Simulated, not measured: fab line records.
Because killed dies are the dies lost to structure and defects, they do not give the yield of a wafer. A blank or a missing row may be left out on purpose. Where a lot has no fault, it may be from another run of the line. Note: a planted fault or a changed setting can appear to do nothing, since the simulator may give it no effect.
fab line records	flow sky130
record: lots: 6	wafers: 18	last-day: 50
route steps=708 shown NWELL@65 PAD_OPEN@708
lots with no fault: from the same line, run without faults
start-h: start of the lot's first displayed wafer, in hours after the record's first day	wait-h: hours since the lot's step before	" same as the row above	L1.1+2: one row covering several wafers at once	- no value, or no start given	* or withheld: withheld	< > ~ a bound
route shown NAME@n: a module of which the file shows steps, and the number in the route of the first	usual: average and standard deviation across the fault-free wafers	same: alike in all rows	chamber/n: place in a boat	sites: the reading at each site	_std_site: standard deviation across them	_edge_site: the outer-site mean with the inner-site mean subtracted	radius-mm: how far each site lies from the wafer's centre	mask NAME#n: copy n	behind: the last tool/chamber to shape the wafer	hold: the reason the lot was held/the length of the hold in hours/how it ended	device: the transistor (n, p or np) that didn't switch	end of line: the same wafers' tests at the end of the route	a step with no rows: only its recipe	killed: dies that structure and defects cost at the first sort, which is not the same as the wafer's yield	map: a wafer's dies, marking killed ones x, the rest . and places with no die _
set.NAME: the setting as run; set.NAME@STEP: as run at that earlier step	model.NAME: the simulator's own value behind a step, which no gauge read
lots seen at some steps along the route; tables by step, rows by wafer
services: a tool's chamber out of use, with start hour (start-h, from the record's first day; less than 0 if before it), hours out, and reason
== steps ==
step: SKY_NWELL_IMPLANT_12
recipe: species: P	energy-kev: 120	dose-cm2: 1.3e+12	tilt-deg: withheld
step: SKY_NWELL_IMPLANT_13
recipe: species: P	energy-kev: 50	dose-cm2: 7e+11	tilt-deg: withheld
step: SKY_NWELL_STRIP_14
recipe: chemistry: O2/N2	power-w: 1400	pressure-mtorr: 1500	platen-temp-c: withheld	o2-flow-sccm: 3000	n2-flow-sccm: 300	overash-fraction: 0.5
usual: drypump-motor-current-A: 5.42/0.23	n2-flow-sccm: 300.0/0.84	o2-flow-sccm: 3000/9.7	oes-product-au: 0.722/0.0045	strip-time-to-endpoint-s: 36.93/0.097
lot.wafer	tool	chamber	start-h	wait-h	drypump-motor-current-A	n2-flow-sccm	o2-flow-sccm	oes-product-au	rf-hours-counter-h	strip-time-to-endpoint-s
L203.1	plasma-asher-02	0	87.04	0.1	5.66	300.9	2987	0.725	41	36.84
L203.5	"	1	"	"	5.40	301.4	3004	0.722	-	36.89
L203.6	"	0	"	"	5.72	301.3	2991	0.719	-	36.85
L208.2	plasma-asher-03	1	112.00	0.1	5.35	300.0	2993	0.724	30	36.83
L208.3	"	0	"	"	5.02	299.6	3003	0.715	-	37.03
L208.5	"	1	"	"	5.34	299.1	3004	0.722	-	36.93
L211.2	plasma-asher-03	1	148.61	0.1	5.38	298.9	2997	0.724	33	36.91
L211.3	"	0	"	"	5.00	300.3	3013	0.722	-	36.88
L211.6	"	0	"	"	5.04	300.0	3001	0.719	-	36.90
L215.2	plasma-asher-02	1	160.80	0.1	5.41	300.1	3009	0.723	49	36.86
L215.5	"	1	"	"	5.43	299.5	3011	0.714	-	36.92
L215.6	"	0	"	"	5.68	299.2	3005	0.716	-	36.93
L224.3	plasma-asher-01	0	209.93	0.1	5.39	299.7	2988	0.723	-	37.11
L224.4	"	1	"	"	5.68	300.8	2991	0.721	-	37.00
L224.6	"	0	"	"	5.40	299.7	3009	0.716	-	36.98
L225.2	plasma-asher-01	1	218.70	0.1	5.72	300.7	2995	0.727	9	36.90
L225.5	"	1	"	"	5.74	302.2	3003	0.721	-	36.87
L225.6	"	0	"	"	5.37	301.6	2995	0.727	-	36.98
step: SKY_NWELL_TW_MEAS_15
usual: NWELL_TW: 1817/14
lot.wafer	tool	chamber	start-h	wait-h	NWELL_TW
L203.1	film-metro-01	-	87.14	0.1	1815
L203.5	"	-	"	"	1828
L203.6	"	-	"	"	1820
L208.2	film-metro-01	-	112.11	0.1	1820
L208.3	"	-	"	"	1828
L208.5	"	-	"	"	1834
L211.2	film-metro-04	-	148.72	0.1	1804
L211.3	"	-	"	"	1794
L211.6	"	-	"	"	1796
L215.2	film-metro-02	-	160.91	0.1	1796
L215.5	"	-	"	"	1789
L215.6	"	-	"	"	1794
L224.3	film-metro-01	-	210.01	0.1	1833
L224.4	"	-	"	"	1818
L224.6	"	-	"	"	1823
L225.2	film-metro-01	-	218.81	0.1	1821
L225.5	"	-	"	"	1831
L225.6	"	-	"	"	1817
step: SKY_NWELL_DEHYDRATE_16
recipe: temp-c: 200	time-s: 60
step: SKY_NWELL_HMDS_17
recipe: prime-time-s: 60	prime-temp-c: 120
step: SKY_NWELL_COAT_18
recipe: spin-rpm: 2000	resist-thk-nm: 3000
step: SKY_NWELL_SOFTBAKE_19
recipe: temp-c: 110	time-s: withheld
step: SKY_NWELL_EXPOSE_20
recipe: mask-id: NWM_COMPLEMENT	na: 0.6	source-shape: conventional	sigma-outer: 0.6	polarization: unpolarized	target-cd-nm: 840	dose-mj: 260
step: SKY_NWELL_PEB_21
recipe: temp-c: 115	time-s: withheld
step: SKY_NWELL_DEVELOP_22
recipe: wall-angle-deg: 90	developer: TMAH	develop-time-s: 60	dev-temp-c: 23
step: SKY_NWELL_OVL_MEAS_23
usual: NWELL_01_OVL: 0.1/1.3
lot.wafer	tool	chamber	start-h	wait-h	NWELL_01_OVL[nm]
L203.1	overlay-01	-	103.01	-	3.1
L203.5	"	-	"	"	2.2
L203.6	"	-	"	"	2.0
L208.2	overlay-02	-	129.76	-	0.1
L208.3	"	-	"	"	-1.5
L208.5	"	-	"	"	0.9
L211.2	overlay-02	-	168.52	-	-0.5
L211.3	"	-	"	"	-0.9
L211.6	"	-	"	"	-0.2
L215.2	overlay-02	-	180.70	-	0.4
L215.5	"	-	"	"	0.2
L215.6	"	-	"	"	1.0
L224.3	overlay-01	-	231.72	-	1.5
L224.4	"	-	"	"	0.9
L224.6	"	-	"	"	-0.8
L225.2	overlay-01	-	241.32	-	0.2
L225.5	"	-	"	"	-1.6
L225.6	"	-	"	"	0.9
step: SKY_NWELL_IMPLANT_24
recipe: species: B	energy-kev: 140	dose-cm2: 9.2e+12	tilt-deg: withheld
usual: beam-on-s: 10.02/0.2	faraday-current-uA: 51.8/1
same: implant-ion-amu: 11
lot.wafer	tool	chamber	start-h	wait-h	beam-on-s	faraday-current-uA
L203.1	implanter-01	0	103.05	0.0	9.66	53.7
L203.5	"	0	"	"	10.00	51.6
L203.6	"	0	"	"	9.94	52.1
L208.2	implanter-04	0	129.81	0.0	9.96	52.1
L208.3	"	0	"	"	9.90	52.7
L208.5	"	0	"	"	10.23	50.6
L211.2	implanter-04	0	168.57	0.0	9.93	52.4
L211.3	"	0	"	"	9.98	51.9
L211.6	"	0	"	"	9.97	52.2
L215.2	implanter-04	0	180.76	0.0	10.24	50.7
L215.5	"	0	"	"	10.08	51.5
L215.6	"	0	"	"	9.99	52.0
L224.3	implanter-01	0	231.80	0.1	8.74	59.3
L224.4	"	0	"	"	8.51	60.9
L224.6	"	0	"	"	8.83	59.0
L225.2	implanter-01	0	241.38	0.0	8.52	60.7
L225.5	"	0	"	"	8.73	59.6
L225.6	"	0	"	"	8.89	58.5
step: SKY_NWELL_STRIP_25
recipe: chemistry: O2/N2	power-w: 1400	pressure-mtorr: 1500	platen-temp-c: withheld	o2-flow-sccm: 3000	n2-flow-sccm: 300	overash-fraction: 0.5
usual: drypump-motor-current-A: 5.40/0.23	n2-flow-sccm: 300.0/0.94	o2-flow-sccm: 3001/8.6	oes-product-au: 0.723/0.0047	strip-time-to-endpoint-s: 36.95/0.12
lot.wafer	tool	chamber	start-h	wait-h	drypump-motor-current-A	n2-flow-sccm	o2-flow-sccm	oes-product-au	rf-hours-counter-h	strip-time-to-endpoint-s
L203.1	plasma-asher-02	0	103.20	0.1	5.66	301.1	3010	0.728	43	36.99
L203.5	"	0	"	"	5.65	300.2	3003	0.722	-	37.06
L203.6	"	1	"	"	5.42	299.8	2999	0.731	-	36.99
L208.2	plasma-asher-02	1	129.94	0.1	5.43	298.9	3010	0.726	46	36.97
L208.3	"	0	"	"	5.69	299.4	3011	0.719	-	37.03
L208.5	"	1	"	"	5.43	299.8	3018	0.726	-	37.03
L211.2	plasma-asher-01	0	168.70	0.1	5.36	300.4	2978	0.720	5	37.10
L211.3	"	0	"	"	5.36	299.5	2991	0.721	-	37.14
L211.6	"	0	"	"	5.35	299.4	2988	0.724	-	37.19
L215.2	plasma-asher-01	1	180.88	0.1	5.71	300.6	3003	0.715	6	37.03
L215.5	"	0	"	"	5.39	298.6	2983	0.722	-	37.01
L215.6	"	1	"	"	5.69	300.2	3021	0.727	-	36.99
L224.3	plasma-asher-03	0	231.93	0.1	5.01	298.7	3008	0.730	-	36.83
L224.4	"	1	"	"	5.38	300.7	3001	0.715	-	36.84
L224.6	"	0	"	"	5.03	299.5	3008	0.721	-	36.87
L225.2	plasma-asher-03	0	241.50	0.1	4.99	301.8	3007	0.721	42	36.86
L225.5	"	0	"	"	5.01	300.2	2999	0.719	-	36.81
L225.6	"	1	"	"	5.35	299.1	3014	0.720	-	36.80
step: SKY_NWELL_TW_MEAS_26
usual: NWELL_2_TW: 495/3.5
lot.wafer	tool	chamber	start-h	wait-h	NWELL_2_TW
L203.1	film-metro-04	-	103.30	0.1	498
L203.5	"	-	"	"	495
L203.6	"	-	"	"	497
L208.2	film-metro-04	-	130.05	0.1	496
L208.3	"	-	"	"	492
L208.5	"	-	"	"	494
L211.2	film-metro-02	-	168.81	0.1	488
L211.3	"	-	"	"	493
L211.6	"	-	"	"	492
L215.2	film-metro-04	-	180.99	0.1	493
L215.5	"	-	"	"	496
L215.6	"	-	"	"	495
L224.3	film-metro-04	-	232.02	0.1	474
L224.4	"	-	"	"	473
L224.6	"	-	"	"	473
L225.2	film-metro-04	-	241.61	0.1	475
L225.5	"	-	"	"	477
L225.6	"	-	"	"	474
step: SKY_NWELL_CLEAN_27
recipe: chemistry: SC1/SC2	mix: 1:4:20	temp-c: 70	time-s: 150	dry: n2-spin
step: SKY_PAD_OPEN_PROBE_99
usual: killed_at_M0_to_M3: 44/6.4	killed_at_M4_up: 3.6/2.1	killed-at-contacts: 23/5.1	killed-at-front-end: 15/4.3	killed-at-other: 0.3/0.56	killed-dies: 86/9	killed-open: 47/6.4	killed-short: 39/5.8
same: gross-dies: 492	killed-at-back-side: 0
lot.wafer	tool	chamber	start-h	wait-h	killed_at_M0_to_M3	killed_at_M4_up	killed-at-contacts	killed-at-front-end	killed-at-other	killed-dies	killed-open	killed-short	model.etest.pfet_16v.r-on-ohm-um	model.etest.res-iso-pwell.rs-ohm-sq	model.etest.res-pwell-under-gate.rs-ohm-sq	model.etest.res-iso-pwell.line-ohm-um	model.etest.pfet_16v.drive-ua-um	model.etest.res-nwell.width-nm	model.etest.field-n.vt-v
L203.1	prober-01	-	1065.65	0.1	40	3	20	17	1	81	44	37	1.552e+04	2860	2296	1069	234	831.9	35.46
L203.5	prober-01	-	1065.85	0.2	31	3	19	10	1	64	35	29	1.527e+04	2819	2307	1062	238.1	834.1	35.37
L203.6	prober-01	-	1065.90	0.2	29	3	29	15	0	76	46	30	1.549e+04	2883	2269	1077	237.3	829.5	35.83
L208.2	prober-01	-	1101.51	0.1	38	6	14	18	0	76	42	34	1.529e+04	3127	2252	1186	246.8	853.8	36.61
L208.3	prober-01	-	1101.56	0.2	50	3	27	19	0	99	63	36	1.51e+04	2992	2259	1123	248.5	849.3	36.07
L208.5	prober-01	-	1101.66	0.2	39	4	26	21	0	90	52	38	1.536e+04	3180	2264	1204	246.2	847.9	36.72
L211.2	prober-02	-	1129.92	0.1	33	2	22	22	0	79	43	36	1.507e+04	2980	2285	1098	247.7	827	35.85
L211.3	prober-02	-	1129.97	0.2	37	0	23	14	1	75	40	35	1.532e+04	3085	2289	1162	243.1	830.7	36.27
L211.6	prober-02	-	1130.12	0.2	42	2	23	26	0	93	50	43	1.52e+04	3103	2299	1161	244.2	826.9	36.36
L215.2	prober-02	-	1140.88	0.1	41	3	20	10	0	74	37	37	1.534e+04	2960	2290	1121	247.6	842.3	35.72
L215.5	prober-02	-	1141.03	0.2	39	2	37	12	1	91	54	37	1.525e+04	2954	2281	1121	244.9	843.9	35.82
L215.6	prober-02	-	1141.08	0.2	34	11	26	15	0	86	44	42	1.527e+04	3033	2277	1164	243.2	839.6	36.15
L224.3	prober-02	-	1187.25	0.2	49	3	22	17	0	91	45	46	1.628e+04	3485	2523	1341	230.7	849.6	32.94
L224.4	prober-02	-	1187.30	0.2	41	6	27	15	0	89	39	50	1.658e+04	3658	2542	1404	225.9	852.8	33.35
L224.6	prober-02	-	1187.40	0.2	51	3	26	17	0	97	59	37	1.6e+04	3349	2531	1274	229.9	848.6	32.46
L225.2	prober-01	-	1194.57	0.1	45	7	23	15	0	90	44	46	1.581e+04	3693	2521	1399	237.6	853.8	32.93
L225.5	prober-01	-	1194.72	0.2	52	4	18	13	0	87	53	34	1.624e+04	3833	2519	1481	233.1	851.3	33.21
L225.6	prober-01	-	1194.77	0.2	40	7	28	8	1	84	50	34	1.587e+04	3668	2495	1376	239	850.1	32.83
killed by level:class
L203.1 VIA1:geometric-particle:open=11 LI_CONTACT:geometric-particle:open=7 POLY_GATE:geometric-particle:short=6 CONTACT:geometric-particle:open=5 VIA1:geometric-particle:short=5 FIELD_ISO:geometric-particle:open=4 METAL1:geometric-particle:short=4 VIA3:geometric-particle:open=4
L203.5 LI_CONTACT:geometric-particle:open=6 CONTACT:geometric-particle:open=6 VIA1:geometric-particle:short=6 VIA1:geometric-particle:open=5 VIA2:geometric-particle:open=5 VIA3:geometric-particle:open=5 LOCAL_INTERCONNECT:geometric-particle:short=4 POLY_GATE:geometric-particle:short=4
L203.6 CONTACT:geometric-particle:open=13 VIA1:geometric-particle:open=10 LI_CONTACT:geometric-particle:open=7 POLY_GATE:geometric-particle:open=4 LOCAL_INTERCONNECT:geometric-particle:short=4 CONTACT:geometric-particle:short=4 METAL1:geometric-particle:short=4 VIA2:geometric-particle:open=4
L208.2 CONTACT:geometric-particle:open=10 FIELD_ISO:geometric-particle:short=8 METAL2:geometric-particle:short=6 VIA1:geometric-particle:open=6 FIELD_ISO:geometric-particle:open=5 METAL1:geometric-particle:short=4 METAL2:geometric-particle:open=4 VIA2:geometric-particle:open=4
L208.3 VIA1:geometric-particle:open=13 VIA2:geometric-particle:open=11 FIELD_ISO:geometric-particle:short=7 CONTACT:geometric-particle:open=7 LI_CONTACT:geometric-particle:open=5 LOCAL_INTERCONNECT:geometric-particle:short=5 VIA3:geometric-particle:open=5 METAL2:geometric-particle:open=5
L208.5 VIA1:geometric-particle:open=10 LI_CONTACT:geometric-particle:open=8 CONTACT:geometric-particle:open=7 FIELD_ISO:geometric-particle:short=6 CONTACT:geometric-particle:short=6 METAL1:geometric-particle:short=6 FIELD_ISO:geometric-particle:open=5 VIA3:geometric-particle:open=5
L211.2 VIA1:geometric-particle:open=12 CONTACT:geometric-particle:open=9 POLY_GATE:geometric-particle:open=7 POLY_GATE:geometric-particle:short=7 VIA3:geometric-particle:open=5 METAL1:geometric-particle:short=5 LI_CONTACT:geometric-particle:open=5 METAL3:geometric-particle:short=5
L211.3 CONTACT:geometric-particle:open=8 VIA1:geometric-particle:open=7 LI_CONTACT:geometric-particle:open=6 METAL1:geometric-particle:short=6 VIA3:geometric-particle:open=6 CONTACT:geometric-particle:short=5 VIA1:geometric-particle:short=4 METAL2:geometric-particle:short=4
L211.6 VIA1:geometric-particle:open=13 POLY_GATE:geometric-particle:short=8 CONTACT:geometric-particle:open=8 FIELD_ISO:geometric-particle:short=7 LI_CONTACT:geometric-particle:open=6 CONTACT:geometric-particle:short=6 FIELD_ISO:geometric-particle:open=5 VIA3:geometric-particle:open=5
L215.2 CONTACT:geometric-particle:open=10 METAL1:geometric-particle:short=8 VIA1:geometric-particle:open=6 VIA3:geometric-particle:open=6 VIA2:geometric-particle:open=5 POLY_GATE:geometric-particle:open=4 LI_CONTACT:geometric-particle:open=4 METAL3:geometric-particle:short=4
L215.5 CONTACT:geometric-particle:open=15 LI_CONTACT:geometric-particle:open=11 VIA1:geometric-particle:open=8 CONTACT:geometric-particle:short=7 METAL2:geometric-particle:short=6 VIA2:geometric-particle:open=5 METAL3:geometric-particle:short=5 POLY_GATE:geometric-particle:short=4
L215.6 LI_CONTACT:geometric-particle:open=11 VIA1:geometric-particle:open=9 METAL4:geometric-particle:short=9 POLY_GATE:geometric-particle:open=6 METAL2:geometric-particle:short=6 CONTACT:geometric-particle:short=5 VIA2:geometric-particle:open=5 VIA3:geometric-particle:open=4
L224.3 VIA3:geometric-particle:open=11 CONTACT:geometric-particle:open=8 VIA1:geometric-particle:open=7 CONTACT:geometric-particle:short=7 POLY_GATE:geometric-particle:open=6 VIA3:geometric-particle:short=6 METAL1:geometric-particle:short=5 VIA2:geometric-particle:open=5
L224.4 VIA1:geometric-particle:open=8 CONTACT:geometric-particle:open=8 FIELD_ISO:geometric-particle:short=7 LI_CONTACT:geometric-particle:open=7 VIA3:geometric-particle:short=7 METAL1:geometric-particle:short=6 VIA3:geometric-particle:open=6 METAL4:geometric-particle:short=6
L224.6 CONTACT:geometric-particle:open=13 VIA1:geometric-particle:open=11 METAL1:geometric-particle:short=9 VIA3:geometric-particle:open=9 FIELD_ISO:geometric-particle:open=6 METAL2:geometric-particle:short=6 VIA2:geometric-particle:open=6 POLY_GATE:geometric-particle:open=4
L225.2 LI_CONTACT:geometric-particle:open=9 FIELD_ISO:geometric-particle:open=7 METAL1:geometric-particle:short=7 VIA1:geometric-particle:short=7 METAL2:geometric-particle:short=6 VIA3:geometric-particle:open=6 VIA1:geometric-particle:open=5 VIA2:geometric-particle:open=5
L225.5 VIA1:geometric-particle:open=18 VIA2:geometric-particle:open=9 CONTACT:geometric-particle:open=8 FIELD_ISO:geometric-particle:open=6 VIA3:geometric-particle:short=6 VIA3:geometric-particle:open=5 CONTACT:geometric-particle:short=4 METAL1:geometric-particle:short=4
L225.6 VIA1:geometric-particle:open=10 CONTACT:geometric-particle:open=9 VIA2:geometric-particle:open=9 METAL1:geometric-particle:short=8 CONTACT:geometric-particle:short=7 LI_CONTACT:geometric-particle:open=6 VIA3:geometric-particle:open=6 METAL4:geometric-particle:short=4
== services ==
tool	chamber	start-h	hours	kind
implanter-01	-	79.84	3.5	repair
implanter-01	-	84.27	2.6	repair
plasma-asher-01	-	108.75	9.0	pm
plasma-asher-01	0	108.75	9.7	vent-cycle
plasma-asher-01	1	108.75	9.7	vent-cycle
plasma-asher-01	-	114.63	3.8	repair
plasma-asher-01	0	117.75	-	clean
plasma-asher-01	1	117.75	-	clean
implanter-01	-	206.75	9.3	repair
plasma-asher-02	-	229.67	0.4	repair
plasma-asher-01	-	239.68	2.9	repair
== key ==
first-sign: step: SKY_NWELL_IMPLANT_24	reading: faraday-current-uA	direction: up	sigmas: 7.6	usual: 51.8	struck: 59.7
effect: step: SKY_NWELL_IMPLANT_24	reading: beam-on-s	direction: down	sigmas: 6.5	usual: 10.02	struck: 8.70
effect: step: SKY_NWELL_TW_MEAS_26	reading: NWELL_2_TW	direction: down	sigmas: 6	usual: 495	struck: 474
model-effect: step: SKY_PAD_OPEN_PROBE_99	value: etest.pfet_16v.r-on-ohm-um	without: 1.5e+04	struck: 1.613e+04
met-at SKY_NWELL_IMPLANT_24
struck-wafers L224.3,L224.4,L224.6,L225.2,L225.5,L225.6
tester-left-out L224,L225
onset-between 103.05 231.80
fault: kind: process-parameter-drift	tool: implanter-01	chamber: -	onset-h: 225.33	steps: SKY_NWELL_IMPLANT_24	channel: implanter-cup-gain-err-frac	offset: 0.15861	shape: step	end-h: 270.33
tester-left-out: of these lots the tester's yield and bins aren't shown, on N5 and GAA mostly nor the transistor test; their killed dies are dies lost to structure and defects alone, not to doping, threshold or leakage, so they don't give the yield
